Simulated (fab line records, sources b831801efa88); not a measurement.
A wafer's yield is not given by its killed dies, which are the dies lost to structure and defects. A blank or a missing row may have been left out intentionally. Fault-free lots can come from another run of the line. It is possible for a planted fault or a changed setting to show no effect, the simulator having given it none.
Struck lot and sound lot, side by side | flow sfq line | 42 steps out of a route of 325
Sound: the wafers L251.2, L251.3, L251.5. Struck: wafers L265.1, L265.6 (left out: L265.2, a lot-mate that was not struck); the cause follows at the end.
Each step with rows lists, per side, the tool, then ch with its chambers, then its first start. Under that, the readings that differ: sound wafers | struck wafers | difference of the means | sigmas: that difference in standard deviations of wafers without a fault.
alike: readings with means less than 2 such deviations apart, plus words and numbers identical on both sides. not compared: withheld readings, readings lacking a value on some wafer, bounds such as >300 that could conceal the same value, and numbers that have no deviation in the record and whose values overlap.
The two part at a step that has a row with sigmas, a row that says differs or no value, or rows on one side only. When numbers do not overlap yet have no deviation, they are printed without sigmas and do not part them. A reading missing from all wafers of one side parts the sides only when that side holds two or more wafers.

first, 2 steps without rows for these wafers: SFQ_TRILAYER_R5_DEP_SPUTTER_133 (material MoNx, target thk 40 nm, time 66.7 s); SFQ_TRILAYER_R5_DEP_SPUTTER_134 (material Ti, target thk 5 nm, time 5 s).
SFQ_R5_RS_MEAS_933: a four-point-probe measurement.
  struck on film metro-03, day 63 07:14; sound on film metro-01, day 53 01:22
  alike: R5_MONX_RS
SFQ_R5_THK_MEAS_934: measures by xrf.
  struck on film metro-03, day 63 07:22; sound on film metro-01, day 53 01:28
  alike: R5_MONX_THK
then, 6 steps without rows for these wafers: SFQ_TRILAYER_R5_LITHO_COAT_141 (resist thk 62 nm); SFQ_TRILAYER_R5_LITHO_COAT_136 (resist thk 600 nm); SFQ_TRILAYER_R5_LITHO_SOFTBAKE_140; SFQ_TRILAYER_R5_LITHO_EXPOSE_137 (exposes mask R5, target cd 500 nm); SFQ_TRILAYER_R5_LITHO_PEB_139 (peb time 60 s); SFQ_TRILAYER_R5_LITHO_DEVELOP_138 (time 60 s).
-- the record jumps here: 5 days lie between the struck wafers' starts before and after --
SFQ_R5_OVL_MEAS_935:
  struck on overlay-01, day 67 20:31; sound on overlay-01, day 53 22:37
  alike: R5_OVL
then, 1 step without rows for these wafers: SFQ_TRILAYER_R5_BARC_OPEN_METAL_ETCH_177 (etches BARC in O2, target depth 125 nm, time 41.7 s).
SFQ_TRILAYER_R5_ETCH_METAL_ETCH_139: etches the open film in Cl2, stops on SiO2, target depth 60 nm, time 40 s.
  sound on rie metal-04 ch 0,1, day 53 22:42; struck on rie metal-04 ch 0,1, day 67 20:36
  reading                                             | sound             | struck      | difference | sigmas
  oes product au (a.u.)                               | 0.995 0.990 0.997 | 0.856 0.862 | -0.135     | -18
  model.etch.depth nm (nm)                            | 59.75 60 59.91    | 45.97 46.17 | -13.82     |
  model.R5.feature depth nm (nm)                      | 59.75 60 59.91    | 45.97 46.17 | -13.82     |
  model.KrF_of_TRILAYER_R5_LITHO_COAT_136.thk nm (nm) | 497.7 496.9 495.6 | 500.5 502.5 | +4.8       |
  alike: drypump motor current A, rf fwd power W
  not compared: rf hours counter h
SFQ_TRILAYER_R5_STRIP_STRIP_140: strips in O2.
  sound on rie metal-04 ch 0,1, day 53 22:46; struck on rie metal-04 ch 0,1, day 67 20:40
  alike: drypump motor current A, oes product au
  not compared: rf hours counter h
then, 8 steps without rows for these wafers: SFQ_TRILAYER_R5_STRIP_SOLV_CLEAN_141 (cleans in NMP, time 600 s); SFQ_TRILAYER_A5C_DEP_PECVD_142 (deposits SiO2 from SiH4/N2O, time 15.556 s, target thk 70 nm); SFQ_TRILAYER_I5_LITHO_COAT_149 (resist thk 62 nm); SFQ_TRILAYER_I5_LITHO_COAT_144 (resist thk 650 nm); SFQ_TRILAYER_I5_LITHO_SOFTBAKE_148; SFQ_TRILAYER_I5_LITHO_EXPOSE_145 (exposes mask I5, target cd 700 nm); SFQ_TRILAYER_I5_LITHO_PEB_147 (peb time 60 s); SFQ_TRILAYER_I5_LITHO_DEVELOP_146 (time 60 s).
SFQ_I5_OVL_MEAS_936:
  struck on overlay-01, day 67 23:43; sound on overlay-01, day 58 15:31
  alike: I5_OVL
then, 2 steps without rows for these wafers: SFQ_TRILAYER_I5_BARC_OPEN_VIA_ETCH_200 (etches BARC in O2, target depth 125 nm, time 41.7 s); SFQ_TRILAYER_I5_ETCH_VIA_ETCH_147 (etches the open film in CHF3, stops on Nb, target depth 360 nm).
SFQ_TRILAYER_I5_STRIP_STRIP_148: strips in O2.
  sound on rie metal-03 ch 0,1, day 58 15:44; struck on rie metal-01 ch 0, day 67 23:56
  alike: drypump motor current A, oes product au
  not compared: rf hours counter h
then, 7 steps without rows for these wafers: SFQ_TRILAYER_I5_STRIP_SOLV_CLEAN_149 (cleans in NMP, time 600 s); SFQ_TRILAYER_C5_LITHO_COAT_156 (resist thk 62 nm); SFQ_TRILAYER_C5_LITHO_COAT_151 (resist thk 650 nm); SFQ_TRILAYER_C5_LITHO_SOFTBAKE_155; SFQ_TRILAYER_C5_LITHO_EXPOSE_152 (exposes mask C5, target cd 500 nm); SFQ_TRILAYER_C5_LITHO_PEB_154 (peb time 60 s); SFQ_TRILAYER_C5_LITHO_DEVELOP_153 (time 60 s).
-- the record jumps here: 4 days lie between the struck wafers' starts before and after --
SFQ_C5_OVL_MEAS_937:
  struck on overlay-01, day 71 19:22; sound on overlay-02, day 60 03:46
  alike: C5_OVL
SFQ_TRILAYER_C5_BARC_OPEN_VIA_ETCH_210: etches BARC in O2, target depth 125 nm, time 41.7 s.
  sound on rie diel-04 ch 0,1, day 60 03:48; struck on rie diel-04 ch 0, day 71 19:25
  alike: drypump motor current A, oes product au, rf fwd power W
  not compared: rf hours counter h
then, 1 step without rows for these wafers: SFQ_TRILAYER_C5_ETCH_VIA_ETCH_154 (etches SiO2 in CHF3, stops on Nb, target depth 84 nm).
SFQ_TRILAYER_C5_STRIP_STRIP_155: strips in O2.
  sound on rie metal-04 ch 0,1, day 60 03:53; struck on rie metal-04 ch 1, day 71 19:29
  reading               | sound             | struck      | difference | sigmas
  oes product au (a.u.) | 1.001 0.996 1.009 | 1.024 1.019 | +0.020     | +2
  alike: drypump motor current A
  not compared: rf hours counter h
then, 2 steps without rows for these wafers: SFQ_TRILAYER_C5_STRIP_SOLV_CLEAN_156 (cleans in NMP, time 600 s); SFQ_TRILAYER_M6_DEP_PRE_CLEAN_158 (time 22.5 s).
SFQ_TRILAYER_M6_DEP_SPUTTER_157: material Nb, target thk 200 nm, time 133.3 s.
  struck on pvd sputter-04, day 71 20:19; sound on pvd sputter-04, day 60 04:41
  alike: chamber pressure pa, throttle valve pct
SFQ_M6_RS_MEAS_938: a four-point-probe measurement.
  struck on film metro-03, day 71 20:24; sound on film metro-04, day 60 04:48
  alike: M6_NB_RS
-- the record jumps here: 7 days lie between the struck wafers' starts before and after (it left off in module M6 and takes up again in module M8, whose first step shown is number 325 of the route) --
SFQ_M8_BOW_MEAS_951:
  struck on film metro-04, day 78 21:11; sound on film metro-03, day 76 21:36
  reading                       | sound    | struck | difference | sigmas
  model.etest.r5.comb log10 ohm | 12 12 12 | 0 0    | -12        |
  alike: M8_BOW

## WHERE THEY PART
At SFQ_TRILAYER_R5_ETCH_METAL_ETCH_139 first; at SFQ_TRILAYER_C5_STRIP_STRIP_155 last (within this record only). Later steps at which nothing parts them and some readings are alike: SFQ_TRILAYER_M6_DEP_SPUTTER_157, SFQ_M6_RS_MEAS_938, SFQ_M8_BOW_MEAS_951.

WHY: the cause the simulator had injected
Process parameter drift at SFQ_TRILAYER_R5_ETCH_METAL_ETCH_139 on rie metal-04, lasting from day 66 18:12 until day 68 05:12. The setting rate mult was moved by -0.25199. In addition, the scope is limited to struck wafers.
